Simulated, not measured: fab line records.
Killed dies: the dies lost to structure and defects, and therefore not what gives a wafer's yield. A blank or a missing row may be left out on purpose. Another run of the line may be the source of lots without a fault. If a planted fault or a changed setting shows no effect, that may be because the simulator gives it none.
The same fault as seen by 2 desks || flow gf180mcu || numbers are kept per desk, each desk with only its own; the story behind them comes last

## AT THE TOOL OWNER'S DESK: furnace-01
The tool's own readings at GF_POLY_GATE_OXIDATION_16 (stabilise 600 s, purge 300 s, target thk 4 nm): means of the sampled wafers that have a number, for each lot that ran on this tool. Marked OUT: a lot whose mean sits more than 4 standard deviations from the usual mean, which makes it out of limits; the brackets give that distance.
Columns: A = spikeTcTopC at GF_POLY_GATE_OXIDATION_16, usual 865.7 C
{"lot": "L171", "first seen here": "day 10 17:17", "A": 864.0}
{"lot": "L179", "first seen here": "day 13 02:55", "A": 864.7}
{"lot": "L188", "first seen here": "day 16 06:54", "A": 864.7}
{"lot": "L189", "first seen here": "day 16 08:52", "A": 863.9}
This desk found nothing out of limits on any of the 4 lots.

## THE METROLOGY DESK
What the gauges read, lot by lot, whatever tool the lot ran on: means of the sampled wafers that have a number. Marked OUT: a lot whose mean sits more than 4 standard deviations from the usual mean, which makes it out of limits; the brackets give that distance. 7 of its 10 readings are shown, namely those furthest out on some lot.
Columns: A = cdNm at GF_POLY_GATE_CD_MEAS_10, usual 280.3 nm; B = POLY_GATE_OXIDATION_THK at GF_POLY_GATE_THK_MEAS_17, usual 4.01 nm; C = cdNm at GF_POLY_GATE_CD_MEAS_18, usual 280.6 nm; D = cdNm at GF_HV_LDD_CD_MEAS_07, usual 399.8 nm; E = HV_LDD_TW at GF_HV_LDD_TW_MEAS_11, usual 2415; F = cdNm at GF_HV_LDD_CD_MEAS_19, usual 399.0 nm; G = HV_LDD_2_TW at GF_HV_LDD_TW_MEAS_23, usual 1055
{"lot": "L171", "first seen here": "day 10 16:02", "A": 281.0, "B": 3.89, "C": 283.6, "D": 401.6, "E": 2388, "F": 397.5, "G": 1041}
{"lot": "L174", "first seen here": "day 11 15:41", "A": 279.6, "B": 3.96, "C": 279.8, "D": 401.4, "E": 2450, "F": 400.4, "G": 1063}
{"lot": "L177", "first seen here": "day 12 09:55", "A": 278.1, "B": 4.02, "C": 279.6, "D": 397.6, "E": 2458, "F": 401.6, "G": 1058}
{"lot": "L179", "first seen here": "day 13 02:31", "A": 282.0, "B": 4.04, "C": 283.2, "D": 399.9, "E": 2365, "F": 404.5, "G": 1038}
{"lot": "L188", "first seen here": "day 16 06:32", "A": 278.9, "B": 3.95, "C": 280.3, "D": 396.5, "E": 2422, "F": 398.2, "G": 1056}
{"lot": "L189", "first seen here": "day 16 08:28", "A": 279.7, "B": 4.04, "C": 279.1, "D": 398.6, "E": 2446, "F": 401.0, "G": 1045}
This desk found nothing out of limits on any of the 6 lots.

## TAKEN TOGETHER
The desk of the tool owner found nothing out of limits.
From the metrology desk's view, nothing was out of limits.

## WHAT WAS PUT IN BY THE SIMULATOR
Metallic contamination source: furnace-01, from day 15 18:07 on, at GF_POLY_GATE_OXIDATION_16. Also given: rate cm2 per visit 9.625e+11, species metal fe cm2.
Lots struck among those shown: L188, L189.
